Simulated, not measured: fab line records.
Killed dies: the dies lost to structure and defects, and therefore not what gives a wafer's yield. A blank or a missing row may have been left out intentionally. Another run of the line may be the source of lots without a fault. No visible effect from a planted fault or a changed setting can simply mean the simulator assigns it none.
What tool caused it? + flow sky130 + 24 lots with 72 wafers sampled at 6 steps, on a route of 708 steps

== WHAT THE GAUGES READ, wafer by wafer ==
SKY_LDD_HVP_OVL_MEAS_07.
| lot  | measured     | on         | LDD_HVP_OVL (nm) |
|------|--------------|------------|------------------|
| L074 | day 21 16:04 | overlay-01 | -0.5 -0.9 -0.6   |
| L075 | day 21 22:43 | overlay-02 | 0.8 -0.3 1.1     |
| L076 | day 22 09:05 | overlay-01 | 0.0 -0.5 0.6     |
| L077 | day 23 04:56 | overlay-02 | 0.5 0.6 0.0      |
| L078 | day 23 15:07 | overlay-01 | -0.5 2.1 3.3     |
| L079 | day 23 22:58 | overlay-01 | 0.7 1.3 1.7      |
| L080 | day 24 11:23 | overlay-01 | 0.6 1.0 0.7      |
| L081 | day 24 20:50 | overlay-01 | -1.2 -0.8 -0.9   |
| L082 | day 25 07:10 | overlay-01 | 0.3 0.9 1.0      |
| L083 | day 25 12:28 | overlay-01 | 2.2 3.1 1.2      |
| L084 | day 25 14:58 | overlay-02 | 0.5 0.3 0.3      |
| L085 | day 26 05:35 | overlay-02 | 0.0 -1.0 1.0     |
| L086 | day 26 16:34 | overlay-01 | 1.8 -0.2 2.1     |
| L087 | day 26 20:18 | overlay-01 | -1.2 1.0 0.2     |
| L088 | day 27 06:10 | overlay-01 | -0.8 0.8 -0.4    |
| L089 | day 27 05:52 | overlay-02 | -2.1 -1.3 -2.1   |
| L090 | day 27 14:11 | overlay-01 | 1.0 -2.6 0.2     |
| L091 | day 28 07:39 | overlay-02 | -1.0 -1.1 -1.6   |
| L092 | day 28 15:33 | overlay-02 | 1.7 0.4 1.8      |
| L093 | day 28 15:49 | overlay-01 | -1.3 -1.3 -1.1   |
| L094 | day 29 02:22 | overlay-01 | 2.6 0.1 2.2      |
| L095 | day 29 07:55 | overlay-01 | 1.1 0.8 2.3      |
| L096 | day 29 17:52 | overlay-01 | -0.7 2.1 1.6     |
| L097 | day 29 23:40 | overlay-01 | 0.9 1.0 0.9      |

SKY_VIA1_CD_MEAS_12 targets a cd of 150 nm.
| lot  | measured     | on       | cdNm (nm)         |
|------|--------------|----------|-------------------|
| L074 | day 34 05:56 | cdSem-02 | 148.9 149.8 148.4 |
| L075 | day 34 14:28 | cdSem-02 | 152.4 150.1 151.9 |
| L076 | day 34 23:50 | cdSem-01 | 150.2 148.8 149.0 |
| L077 | day 35 16:04 | cdSem-02 | 145.8 145.4 146.3 |
| L078 | day 36 00:32 | cdSem-02 | 152.0 151.5 151.1 |
| L079 | day 36 05:19 | cdSem-01 | 151.4 151.9 152.5 |
| L080 | day 36 20:13 | cdSem-01 | 152.0 153.3 153.0 |
| L081 | day 37 04:41 | cdSem-02 | 149.8 151.8 152.1 |
| L082 | day 37 11:06 | cdSem-01 | 150.7 150.3 148.0 |
| L083 | day 37 15:16 | cdSem-01 | 149.8 148.7 149.3 |
| L084 | day 37 16:25 | cdSem-02 | 153.2 153.6 153.2 |
| L085 | day 38 06:17 | cdSem-01 | 149.0 149.5 150.1 |
| L086 | day 38 14:23 | cdSem-01 | 149.3 149.1 148.9 |
| L087 | day 38 18:20 | cdSem-01 | 153.4 153.2 151.7 |
| L088 | day 39 02:28 | cdSem-01 | 152.4 152.8 151.7 |
| L089 | day 39 01:04 | cdSem-01 | 152.5 152.3 152.1 |
| L090 | day 39 08:45 | cdSem-02 | 153.8 153.0 152.8 |
| L091 | day 40 00:08 | cdSem-02 | 150.4 151.0 150.3 |
| L092 | day 40 05:37 | cdSem-02 | 149.0 149.0 150.6 |
| L093 | day 40 08:07 | cdSem-02 | 148.7 149.4 149.5 |
| L094 | day 40 15:37 | cdSem-01 | 150.1 151.2 150.7 |
| L095 | day 40 20:46 | cdSem-01 | 147.5 148.8 146.9 |
| L096 | day 41 04:43 | cdSem-01 | 150.7 150.4 149.9 |
| L097 | day 41 09:44 | cdSem-02 | 151.6 153.0 152.9 |

SKY_METAL2_RS_MEAS_05: uses a four-point probe to measure.
| lot  | measured     | on           | METAL2_ALCU_RS (ohm/sq) |
|------|--------------|--------------|-------------------------|
| L074 | day 34 07:32 | filmMetro-02 | 0.1251 0.1243 0.1263    |
| L075 | day 34 16:07 | filmMetro-04 | 0.1289 0.1291 0.1292    |
| L076 | day 35 01:27 | filmMetro-04 | 0.1255 0.1267 0.1247    |
| L077 | day 35 17:40 | filmMetro-02 | 0.1287 0.1283 0.1283    |
| L078 | day 36 02:12 | filmMetro-02 | 0.1283 0.1282 0.1294    |
| L079 | day 36 06:55 | filmMetro-02 | 0.1295 0.1291 0.1291    |
| L080 | day 36 21:50 | filmMetro-03 | 0.1273 0.1260 0.1266    |
| L081 | day 37 06:19 | filmMetro-02 | 0.1270 0.1280 0.1276    |
| L082 | day 37 12:44 | filmMetro-04 | 0.1261 0.1262 0.1276    |
| L083 | day 37 16:52 | filmMetro-02 | 0.1261 0.1274 0.1263    |
| L084 | day 37 18:01 | filmMetro-03 | 0.1251 0.1251 0.1253    |
| L085 | day 38 07:53 | filmMetro-04 | 0.1275 0.1274 0.1267    |
| L086 | day 38 15:59 | filmMetro-04 | 0.1259 0.1251 0.1253    |
| L087 | day 38 20:04 | filmMetro-02 | 0.1265 0.1273 0.1276    |
| L088 | day 39 04:07 | filmMetro-04 | 0.1229 0.1246 0.1244    |
| L089 | day 39 03:12 | filmMetro-03 | 0.1258 0.1256 0.1264    |
| L090 | day 39 10:24 | filmMetro-02 | 0.1282 0.1289 0.1288    |
| L091 | day 40 01:47 | filmMetro-02 | 0.1264 0.1260 0.1261    |
| L092 | day 40 07:16 | filmMetro-04 | 0.1254 0.1255 0.1256    |
| L093 | day 40 09:44 | filmMetro-04 | 0.1258 0.1266 0.1267    |
| L094 | day 40 17:14 | filmMetro-03 | 0.1281 0.1276 0.1282    |
| L095 | day 40 22:25 | filmMetro-02 | 0.1258 0.1262 0.1250    |
| L096 | day 41 06:20 | filmMetro-02 | 0.1253 0.1257 0.1252    |
| L097 | day 41 11:24 | filmMetro-02 | 0.1258 0.1277 0.1254    |

== TOOL THAT RAN EACH LOT (tool first, then ch and the chambers of the sampled wafers, then the start) ==
| lot  | SKY_FIELD_ISO_ETCH_17          | SKY_SONOS_ONO_ETCH_15             | SKY_LI_CONTACT_SPUTTER_20   |
|------|--------------------------------|-----------------------------------|-----------------------------|
| L074 | rieSi-02 ch 1,2,3, day 2 05:58 | rieDiel-01 ch 0,1, day 12 20:34   | pvdSputter-01, day 29 11:06 |
| L075 | rieSi-01 ch 2,3, day 2 09:51   | rieDiel-02 ch 0,1, day 12 23:55   | pvdSputter-04, day 29 15:22 |
| L076 | rieSi-02 ch 0,3, day 2 14:07   | rieDiel-02 ch 1,2,3, day 13 09:52 | pvdSputter-04, day 30 03:38 |
| L077 | rieSi-01 ch 2,3, day 2 21:57   | rieDiel-04 ch 0,1,3, day 14 00:01 | pvdSputter-03, day 30 20:31 |
| L078 | rieSi-02 ch 0,1,3, day 3 02:43 | rieDiel-01 ch 0,1,3, day 14 05:46 | pvdSputter-04, day 31 06:32 |
| L079 | rieSi-01 ch 2,3, day 3 08:43   | rieDiel-01 ch 1,2, day 14 10:01   | pvdSputter-04, day 31 12:44 |
| L080 | rieSi-02 ch 0,3, day 3 12:39   | rieDiel-02 ch 0,2, day 14 19:15   | pvdSputter-03, day 32 01:19 |
| L081 | rieSi-01 ch 0,1,2, day 3 22:01 | rieDiel-02 ch 0,1,3, day 15 09:00 | pvdSputter-01, day 32 11:26 |
| L082 | rieSi-02 ch 1,2, day 4 00:54   | rieDiel-01 ch 1,2,3, day 15 15:28 | pvdSputter-04, day 32 18:50 |
| L083 | rieSi-01 ch 0,1, day 4 03:36   | rieDiel-02 ch 1,2,3, day 15 18:26 | pvdSputter-01, day 33 00:58 |
| L084 | rieSi-02 ch 0,2,3, day 4 08:23 | rieDiel-04 ch 2,3, day 16 02:34   | pvdSputter-03, day 33 01:47 |
| L085 | rieSi-02 ch 0,2, day 4 17:16   | rieDiel-01 ch 1,2, day 16 18:52   | pvdSputter-03, day 33 15:59 |
| L086 | rieSi-02 ch 0,1, day 4 21:21   | rieDiel-01 ch 1,2,3, day 17 03:13 | pvdSputter-01, day 34 00:39 |
| L087 | rieSi-02 ch 1,2, day 5 02:03   | rieDiel-04 ch 0,3, day 17 09:10   | pvdSputter-01, day 34 04:12 |
| L088 | rieSi-01 ch 0,2,3, day 5 05:46 | rieDiel-04 ch 0,2,3, day 17 13:07 | pvdSputter-04, day 34 13:33 |
| L089 | rieSi-01 ch 0,1,2, day 5 10:55 | rieDiel-04 ch 0,1,2, day 17 17:07 | pvdSputter-01, day 34 12:40 |
| L090 | rieSi-02 ch 1,2, day 5 15:56   | rieDiel-04 ch 1,2, day 18 02:07   | pvdSputter-03, day 34 19:10 |
| L091 | rieSi-02 ch 0,1,2, day 5 21:03 | rieDiel-02 ch 0,3, day 18 18:25   | pvdSputter-01, day 35 10:14 |
| L092 | rieSi-01 ch 0,1,3, day 6 03:30 | rieDiel-02 ch 0,2,3, day 19 02:52 | pvdSputter-03, day 35 18:30 |
| L093 | rieSi-01 ch 0,1, day 6 10:43   | rieDiel-01 ch 0,2,3, day 19 07:11 | pvdSputter-01, day 35 20:22 |
| L094 | rieSi-02 ch 1,2, day 6 15:19   | rieDiel-04 ch 1,2,3, day 19 15:37 | pvdSputter-04, day 36 04:11 |
| L095 | rieSi-02 ch 2,3, day 6 20:03   | rieDiel-02 ch 0,1,3, day 20 00:01 | pvdSputter-04, day 36 10:39 |
| L096 | rieSi-02 ch 0,2,3, day 7 00:47 | rieDiel-02 ch 1,2,3, day 20 11:04 | pvdSputter-01, day 36 19:42 |
| L097 | rieSi-01 ch 0,2,3, day 7 04:01 | rieDiel-01 ch 2,3, day 20 15:46   | pvdSputter-04, day 37 00:29 |
- SKY_FIELD_ISO_ETCH_17: etches Si in HBr/Cl2/O2, target depth 342 nm, time 97.7 s.
- SKY_SONOS_ONO_ETCH_15: etches the open film in CHF3/O2, target depth 19.52 nm, time 7.8 s.
- SKY_LI_CONTACT_SPUTTER_20: material TiN, target thk 20 nm, time 80 s.

== WHAT THE TOOLS THEMSELVES READ (means of the sampled wafers that have a number; where no wafer has one, the mark that the record gives instead) ==
SKY_FIELD_ISO_ETCH_17.
| lot  | tool     | drypumpMotorCurrentA (A) | oesProductAu (a.u.) | throttleValvePct (%) |
|------|----------|--------------------------|---------------------|----------------------|
| L074 | rieSi-02 | 6.0                      | 1.011               | 25.648               |
| L075 | rieSi-01 | 6.6                      | 1.002               | 25.655               |
| L076 | rieSi-02 | 6.5                      | 1.003               | 25.663               |
| L077 | rieSi-01 | 6.6                      | 0.997               | 25.657               |
| L078 | rieSi-02 | 6.3                      | 1.010               | 25.652               |
| L079 | rieSi-01 | 6.6                      | 0.995               | 25.657               |
| L080 | rieSi-02 | 6.5                      | 1.004               | 25.649               |
| L081 | rieSi-01 | 6.0                      | 0.993               | 25.655               |
| L082 | rieSi-02 | 5.7                      | 1.013               | 25.657               |
| L083 | rieSi-01 | 5.7                      | 1.001               | 25.657               |
| L084 | rieSi-02 | 6.2                      | 1.009               | 25.655               |
| L085 | rieSi-02 | 6.0                      | 1.016               | 25.644               |
| L086 | rieSi-02 | 6.1                      | 1.003               | 25.657               |
| L087 | rieSi-02 | 5.5                      | 1.009               | 25.650               |
| L088 | rieSi-01 | 6.0                      | 1.000               | 25.653               |
| L089 | rieSi-01 | 6.0                      | 1.000               | 25.652               |
| L090 | rieSi-02 | 5.5                      | 1.012               | 25.639               |
| L091 | rieSi-02 | 5.8                      | 1.004               | 25.649               |
| L092 | rieSi-01 | 5.8                      | 1.004               | 25.654               |
| L093 | rieSi-01 | 5.7                      | 1.008               | 25.656               |
| L094 | rieSi-02 | 5.5                      | 1.004               | 25.642               |
| L095 | rieSi-02 | 5.9                      | 1.022               | 25.646               |
| L096 | rieSi-02 | 6.2                      | 1.004               | 25.640               |
| L097 | rieSi-01 | 6.1                      | 1.007               | 25.651               |

SKY_SONOS_ONO_ETCH_15.
| lot  | tool       | drypumpMotorCurrentA (A) | oesProductAu (a.u.) | throttleValvePct (%) |
|------|------------|--------------------------|---------------------|----------------------|
| L074 | rieDiel-01 | 5.9                      | 1.002               | 8.838                |
| L075 | rieDiel-02 | 5.6                      | 1.008               | 8.831                |
| L076 | rieDiel-02 | 5.6                      | 0.995               | 8.821                |
| L077 | rieDiel-04 | 5.0                      | 0.985               | 8.827                |
| L078 | rieDiel-01 | 6.2                      | 1.006               | 8.832                |
| L079 | rieDiel-01 | 5.8                      | 0.999               | 8.825                |
| L080 | rieDiel-02 | 5.8                      | 1.006               | 8.831                |
| L081 | rieDiel-02 | 5.7                      | 1.003               | 8.824                |
| L082 | rieDiel-01 | 6.1                      | 1.004               | 8.835                |
| L083 | rieDiel-02 | 5.6                      | 0.996               | 8.829                |
| L084 | rieDiel-04 | 5.3                      | 1.001               | 8.823                |
| L085 | rieDiel-01 | 5.8                      | 1.003               | 8.826                |
| L086 | rieDiel-01 | 6.1                      | 1.001               | 8.826                |
| L087 | rieDiel-04 | 5.1                      | 0.991               | 8.818                |
| L088 | rieDiel-04 | 5.4                      | 1.002               | 8.819                |
| L089 | rieDiel-04 | 5.3                      | 0.994               | 8.820                |
| L090 | rieDiel-04 | 5.2                      | 0.991               | 8.820                |
| L091 | rieDiel-02 | 5.9                      | 1.003               | 8.828                |
| L092 | rieDiel-02 | 5.7                      | 1.009               | 8.838                |
| L093 | rieDiel-01 | 6.4                      | 1.007               | 8.830                |
| L094 | rieDiel-04 | 5.2                      | 0.997               | 8.823                |
| L095 | rieDiel-02 | 5.7                      | 1.015               | 8.828                |
| L096 | rieDiel-02 | 5.6                      | 1.005               | 8.817                |
| L097 | rieDiel-01 | 6.3                      | 1.006               | 8.820                |

SKY_LI_CONTACT_SPUTTER_20.
| lot  | tool          | cathodeDcPowerW (W) | throttleValvePct (%) |
|------|---------------|---------------------|----------------------|
| L074 | pvdSputter-01 | 4000.3              | 30.3                 |
| L075 | pvdSputter-04 | 4000.1              | 30.0                 |
| L076 | pvdSputter-04 | 4000.4              | 30.1                 |
| L077 | pvdSputter-03 | 3999.9              | 29.2                 |
| L078 | pvdSputter-04 | 4000.0              | 30.0                 |
| L079 | pvdSputter-04 | 3999.7              | 30.7                 |
| L080 | pvdSputter-03 | 4000.2              | 30.3                 |
| L081 | pvdSputter-01 | 4000.1              | 30.4                 |
| L082 | pvdSputter-04 | 4000.2              | 30.0                 |
| L083 | pvdSputter-01 | 4000.6              | 30.6                 |
| L084 | pvdSputter-03 | 4000.2              | 30.6                 |
| L085 | pvdSputter-03 | 3999.7              | 29.9                 |
| L086 | pvdSputter-01 | 4000.2              | 30.5                 |
| L087 | pvdSputter-01 | 4000.9              | 30.8                 |
| L088 | pvdSputter-04 | 4001.0              | 30.1                 |
| L089 | pvdSputter-01 | 4000.6              | 30.3                 |
| L090 | pvdSputter-03 | 4000.7              | 30.1                 |
| L091 | pvdSputter-01 | 3999.2              | 30.5                 |
| L092 | pvdSputter-03 | 4000.2              | 30.2                 |
| L093 | pvdSputter-01 | 3999.4              | 30.6                 |
| L094 | pvdSputter-04 | 3999.9              | 29.4                 |
| L095 | pvdSputter-04 | 4000.4              | 30.4                 |
| L096 | pvdSputter-01 | 4000.3              | 30.7                 |
| L097 | pvdSputter-04 | 3999.9              | 30.1                 |

== THE ANSWER, worked out from the rows above alone ==
Rule: the lots themselves supply what counts as usual. Put in order of their means at a reading, lots are off if they are a third of the lots or fewer, leave a main group of 4 or more, and stand apart from it by a gap of 3 or more times the standard deviation of the main group's means; of several such gaps the widest counts. A main group is skipped when, at the precision printed for the reading in the tables above, its means are all equal. A lot without any number at a reading at which 4 lots or more have one is off too. The other lots that the step has rows for count as sound. After the gauges, taken in route order, come the tools' own readings; for these a lot's mean is taken, as printed above. At the first step where some lot is off, the reading lying furthest off is the one used; lots without a number count as furthest.
No lot is off at any reading shown: from this, nothing can be told.

== WHAT THE SIMULATOR HAD INSERTED ==
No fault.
